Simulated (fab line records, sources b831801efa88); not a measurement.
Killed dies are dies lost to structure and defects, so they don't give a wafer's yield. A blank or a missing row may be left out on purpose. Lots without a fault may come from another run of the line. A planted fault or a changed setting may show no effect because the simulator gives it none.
Which tool did it? | flow sky130 | 13 lots, 39 wafers sampled, at 6 steps of a route of 708

WHAT THE GAUGES READ, wafer by wafer
SKY_SD_N_CD_MEAS_07: target cd 380 nm.
lot  | measured     | on        | cd_nm (nm)
L758 | day 29 07:24 | cd_sem-02 | 385.2 383.2 382.1
L757 | day 29 09:20 | cd_sem-02 | 381.5 380.8 382.0
L759 | day 29 09:46 | cd_sem-02 | 378.0 379.5 379.5
L761 | day 29 22:29 | cd_sem-01 | 381.5 379.6 380.0
L763 | day 30 16:51 | cd_sem-01 | 382.5 381.2 384.6
L764 | day 30 19:49 | cd_sem-01 | 382.0 381.8 381.6
L772 | day 32 23:11 | cd_sem-02 | 378.2 379.8 379.3
L773 | day 33 04:17 | cd_sem-01 | 383.2 383.5 383.3
L774 | day 33 12:29 | cd_sem-01 | 384.1 382.8 381.0
L775 | day 34 00:50 | cd_sem-02 | 382.2 381.8 380.9
L778 | day 35 05:24 | cd_sem-01 | 379.7 378.9 377.9
L780 | day 35 08:29 | cd_sem-02 | 377.0 378.7 377.8
L779 | day 35 11:44 | cd_sem-01 | 384.0 385.2 383.7

SKY_SD_N_TW_MEAS_12.
lot  | measured     | on            | SD_N_TW
L758 | day 29 07:57 | film_metro-03 | 4012 4009 4012
L757 | day 29 09:54 | film_metro-01 | 3937 3922 3932
L759 | day 29 10:19 | film_metro-01 | 3926 3936 3934
L761 | day 29 23:02 | film_metro-04 | 4043 4030 4062
L763 | day 30 17:24 | film_metro-03 | 4030 4021 4030
L764 | day 30 20:22 | film_metro-01 | 30 30 29
L772 | day 32 23:45 | film_metro-01 | 3950 3928 3949
L773 | day 33 04:51 | film_metro-01 | 3954 3911 3926
L774 | day 33 13:02 | film_metro-01 | 3930 3917 3935
L775 | day 34 01:26 | film_metro-01 | 3951 3959 3948
L778 | day 35 05:57 | film_metro-03 | 4051 4076 4078
L780 | day 35 09:02 | film_metro-01 | 3957 3905 3907
L779 | day 35 12:17 | film_metro-01 | 3910 3926 3937

SKY_SD_N_RS_MEAS_16: measures by four-point-probe.
lot  | measured     | on            | SD_N_RS (ohm/sq)
L758 | day 29 08:14 | film_metro-04 | 68.59 68.66 68.66
L757 | day 29 10:11 | film_metro-03 | 68.81 68.91 68.78
L759 | day 29 10:37 | film_metro-04 | 68.75 68.54 68.72
L761 | day 29 23:20 | film_metro-01 | 68.70 68.60 68.63
L763 | day 30 17:45 | film_metro-01 | 68.48 68.57 68.46
L764 | day 30 20:40 | film_metro-04 | 68.79 68.67 68.49
L772 | day 33 00:02 | film_metro-03 | 68.80 68.75 68.68
L773 | day 33 05:08 | film_metro-03 | 68.78 68.74 68.60
L774 | day 33 13:23 | film_metro-03 | 68.73 68.83 68.83
L775 | day 34 01:43 | film_metro-03 | 68.74 68.74 68.66
L778 | day 35 06:14 | film_metro-04 | 68.48 68.68 68.55
L780 | day 35 09:19 | film_metro-04 | 68.68 68.63 68.62
L779 | day 35 12:34 | film_metro-04 | 68.48 68.46 68.57

WHICH TOOL RAN EACH LOT (tool, then ch and the chambers of the sampled wafers, then the start)
lot  | SKY_POLY_CUT_STRIP_12                | SKY_RES_XHIGH_STRIP_08               | SKY_SD_N_STRIP_11
L758 | plasma_asher-01 ch 0,1, day 25 15:22 | plasma_asher-04 ch 0,1, day 28 03:03 | plasma_asher-01 ch 0,1, day 29 07:50
L757 | plasma_asher-03 ch 0,1, day 25 17:23 | plasma_asher-02 ch 1, day 28 04:51   | plasma_asher-01 ch 0,1, day 29 09:48
L759 | plasma_asher-02 ch 1, day 25 17:25   | plasma_asher-03 ch 0, day 28 05:14   | plasma_asher-03 ch 0,1, day 29 10:13
L761 | plasma_asher-02 ch 0,1, day 26 09:11 | plasma_asher-03 ch 0,1, day 28 19:07 | plasma_asher-04 ch 0,1, day 29 22:56
L763 | plasma_asher-02 ch 0, day 27 03:23   | plasma_asher-04 ch 1, day 29 12:40   | plasma_asher-03 ch 0, day 30 17:17
L764 | plasma_asher-02 ch 0,1, day 27 05:53 | plasma_asher-03 ch 0,1, day 29 15:35 | plasma_asher-04 ch 1, day 30 20:15
L772 | plasma_asher-03 ch 0,1, day 29 12:32 | plasma_asher-02 ch 1, day 31 19:56   | plasma_asher-03 ch 0,1, day 32 23:39
L773 | plasma_asher-01 ch 0,1, day 29 17:16 | plasma_asher-03 ch 0,1, day 32 00:27 | plasma_asher-03 ch 0,1, day 33 04:45
L774 | plasma_asher-01 ch 0,1, day 30 03:08 | plasma_asher-03 ch 0,1, day 32 09:47 | plasma_asher-04 ch 0,1, day 33 12:55
L775 | plasma_asher-02 ch 0,1, day 30 15:02 | plasma_asher-03 ch 0,1, day 32 21:51 | plasma_asher-03 ch 0,1, day 34 01:18
L778 | plasma_asher-03 ch 0,1, day 31 20:58 | plasma_asher-03 ch 0,1, day 34 02:51 | plasma_asher-01 ch 0,1, day 35 05:50
L780 | plasma_asher-01 ch 0,1, day 31 23:22 | plasma_asher-02 ch 0,1, day 34 05:43 | plasma_asher-04 ch 0,1, day 35 08:55
L779 | plasma_asher-03 ch 0,1, day 32 01:35 | plasma_asher-03 ch 0,1, day 34 08:48 | plasma_asher-01 ch 0,1, day 35 12:10
- SKY_POLY_CUT_STRIP_12: strips in O2/N2.
- SKY_RES_XHIGH_STRIP_08: strips in O2/N2.
- SKY_SD_N_STRIP_11: strips in O2/N2.

WHAT THE TOOLS THEMSELVES READ (means of the sampled wafers that have a number; where no wafer has one, the mark that the record gives instead)
SKY_POLY_CUT_STRIP_12.
lot  | tool            | drypump_motor_current_A (A) | oes_product_au (a.u.) | strip_time_to_endpoint_s (s)
L758 | plasma_asher-01 | 5.38                        | 0.450                 | 5.351
L757 | plasma_asher-03 | 5.62                        | 0.448                 | 5.338
L759 | plasma_asher-02 | 5.07                        | 0.450                 | 5.342
L761 | plasma_asher-02 | 5.48                        | 0.449                 | 5.334
L763 | plasma_asher-02 | 5.70                        | 0.450                 | 5.350
L764 | plasma_asher-02 | 5.28                        | 0.447                 | 5.349
L772 | plasma_asher-03 | 5.63                        | 0.457                 | 5.374
L773 | plasma_asher-01 | 5.39                        | 0.452                 | 5.365
L774 | plasma_asher-01 | 5.39                        | 0.452                 | 5.363
L775 | plasma_asher-02 | 5.49                        | 0.452                 | 5.363
L778 | plasma_asher-03 | 5.62                        | 0.450                 | 5.376
L780 | plasma_asher-01 | 5.55                        | 0.455                 | 5.373
L779 | plasma_asher-03 | 5.61                        | 0.453                 | 5.387

SKY_RES_XHIGH_STRIP_08.
lot  | tool            | drypump_motor_current_A (A) | oes_product_au (a.u.) | strip_time_to_endpoint_s (s)
L758 | plasma_asher-04 | 6.2                         | 0.711                 | 14.25
L757 | plasma_asher-02 | 5.1                         | 0.707                 | 14.22
L759 | plasma_asher-03 | 5.6                         | 0.709                 | 14.26
L761 | plasma_asher-03 | 5.7                         | 0.712                 | 14.27
L763 | plasma_asher-04 | 6.3                         | 0.712                 | 14.28
L764 | plasma_asher-03 | 5.6                         | 0.939                 | -
L772 | plasma_asher-02 | 5.1                         | 0.708                 | 14.22
L773 | plasma_asher-03 | 5.6                         | 0.713                 | 14.28
L774 | plasma_asher-03 | 5.7                         | 0.715                 | 14.32
L775 | plasma_asher-03 | 5.7                         | 0.707                 | 14.28
L778 | plasma_asher-03 | 5.6                         | 0.714                 | 14.27
L780 | plasma_asher-02 | 5.5                         | 0.711                 | 14.26
L779 | plasma_asher-03 | 5.6                         | 0.710                 | 14.31

SKY_SD_N_STRIP_11.
lot  | tool            | drypump_motor_current_A (A) | oes_product_au (a.u.) | strip_time_to_endpoint_s (s)
L758 | plasma_asher-01 | 5.4                         | 0.524                 | 22.59
L757 | plasma_asher-01 | 5.5                         | 0.526                 | 22.57
L759 | plasma_asher-03 | 5.6                         | 0.525                 | 22.60
L761 | plasma_asher-04 | 6.1                         | 0.530                 | 22.58
L763 | plasma_asher-03 | 5.6                         | 0.528                 | 22.62
L764 | plasma_asher-04 | 6.3                         | 0.558                 | 26.32
L772 | plasma_asher-03 | 5.6                         | 0.527                 | 22.58
L773 | plasma_asher-03 | 5.7                         | 0.520                 | 22.55
L774 | plasma_asher-04 | 6.0                         | 0.528                 | 22.48
L775 | plasma_asher-03 | 5.6                         | 0.524                 | 22.49
L778 | plasma_asher-01 | 5.4                         | 0.521                 | 22.53
L780 | plasma_asher-04 | 6.1                         | 0.529                 | 22.59
L779 | plasma_asher-01 | 5.4                         | 0.524                 | 22.60

THE ANSWER, worked out from the rows above alone
Rule: what is usual is taken from the lots themselves. Put in order of their means at a reading, lots are off if they are a third of the lots or fewer, leave a main group of 4 or more, and stand apart from it by a gap of 3 or more times the standard deviation of the main group's means; of several such gaps the widest counts. A main group whose means are all the same, to the digits that the tables above print for the reading, isn't used. A lot without any number at a reading at which 4 lots or more have one is off too. The other lots that the step has rows for count as sound. The gauges are gone through in route order, then the tools' own readings, and for those a lot's mean is taken as printed above. The first step at which some lot is off is used, and at that step the reading that is off furthest; a lot without a number counts as furthest.
Off: L764, at SKY_SD_N_TW_MEAS_12 (SD_N_TW). The main group: mean 3968, standard deviation 52.
A tool fits if, at a process step before that reading, it ran every lot that is off, and no sound lot after the first of them. The gauges at SKY_SD_N_TW_MEAS_12 aren't tried: what is off there is off at SKY_RES_XHIGH_STRIP_08 too, on other tools, and a gauge's error can't cause that. None of those tried fits.

WHAT THE SIMULATOR HAD PUT IN
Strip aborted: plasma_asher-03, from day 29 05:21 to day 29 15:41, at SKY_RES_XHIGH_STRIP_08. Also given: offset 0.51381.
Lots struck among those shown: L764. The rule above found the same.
